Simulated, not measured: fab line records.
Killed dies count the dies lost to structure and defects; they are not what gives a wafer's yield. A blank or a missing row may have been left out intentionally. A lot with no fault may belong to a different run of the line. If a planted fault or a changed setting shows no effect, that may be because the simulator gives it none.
Comparing a struck lot with a sound one	flow sky130	15 out of 708 route steps
Sound: wafers L665.2, L665.4, L665.6. Wafers L656.3, L656.4, L656.6 were the ones struck. The cause is given at the end.
For every step that has rows: the tool of each side, followed by ch and its chambers, followed by its first start. Under that, the readings that differ: sound wafers	struck wafers	difference of the means	sigmas: that difference in standard deviations of wafers without a fault.
alike: same words and numbers on both sides, and readings whose means sit less than 2 such deviations apart. not compared: any withheld reading, any reading some wafer has no value for, any bound like >300 that may hide the same value, and any number with overlapping values for which the record gives no deviation.
A row with sigmas, a row that says differs or no value, or rows on one side alone: a step with any of these is where the two part. Non-overlapping numbers with no deviation appear without sigmas and do not part them. A reading missing from all wafers of one side parts the sides only when that side holds two or more wafers.

first, 2 steps without rows for these wafers: SKY_FIELD_ISO_WET_ETCH_21 (etches SiO2 in dHF, target depth 20 nm, time 400 s); SKY_FIELD_ISO_OXIDATION_22 (stabilise 600 s, purge 300 s, target thk 10 nm).
SKY_FIELD_ISO_THK_MEAS_23:
  sound on film-metro-01, day 6 02:49; struck on film-metro-01, day 4 04:02
reading	sound	struck	difference	sigmas
FIELD_ISO_OXIDATION_01_THK (nm)	9.95 10.02 10.26	9.67 9.83 9.94	-0.26	-2
then, 1 step without rows for these wafers: SKY_FIELD_ISO_CVD_24 (deposits SiO2, target thk 595 nm, time 99.2 s).
SKY_FIELD_ISO_THK_MEAS_25:
  sound on film-metro-02, day 6 02:57; struck on film-metro-02, day 4 04:10
  alike: FIELD_ISO_CVD_24_THK
then, 1 step without rows for these wafers: SKY_FIELD_ISO_ANNEAL_26 (time 1800 s).
SKY_FIELD_ISO_CMP_27: polishes, stops on Si3N4, t overpolish 16 s, target thk 457.8 nm.
  sound on cmp-02 ch 1,2,3, day 6 05:11; struck on cmp-02 ch 1,2,3, day 4 05:43
  alike: motor-current-A, overpolish-run-s, time-to-endpoint-s
then, 5 steps without rows for these wafers: SKY_FIELD_ISO_WET_ETCH_28 (etches SiO2 in dHF, target depth 23.7 nm, time 47 s); SKY_FIELD_ISO_WET_ETCH_29 (etches Si3N4 in H3PO4, target depth 160 nm, time 1825 s); SKY_FIELD_ISO_WET_ETCH_30 (etches SiO2 in dHF, target depth 25 nm, time 50 s); SKY_NWELL_CLEAN_00 (cleans in SC1/SC2, time 150 s); SKY_NWELL_OXIDATION_01 (stabilise 600 s, purge 300 s, target thk 10 nm).
SKY_NWELL_THK_MEAS_02:
  sound on film-metro-04, day 6 08:04; struck on film-metro-01, day 4 08:02
reading	sound	struck	difference	sigmas
NWELL_OXIDATION_THK (nm)	10.50 10.51 10.38	13.35 13.39 13.38	+2.91	+15
then, 1 step without rows for these wafers: SKY_DNWELL_DEHYDRATE_00 (time 60 s).
-- the record jumps here: 45 days lie between the struck wafers' starts before and after (it left off in module DNWELL and takes up again in module PAD_OPEN, whose first step shown is number 708 of the route) --
SKY_PAD_OPEN_PROBE_99:
  only the struck wafers here have rows in the record (prober-02, day 48 22:36); the sound ones have none

WHERE THEY PART
At SKY_FIELD_ISO_THK_MEAS_23 first; at SKY_PAD_OPEN_PROBE_99 last (within this record only).

WHY: whatever the simulator had introduced
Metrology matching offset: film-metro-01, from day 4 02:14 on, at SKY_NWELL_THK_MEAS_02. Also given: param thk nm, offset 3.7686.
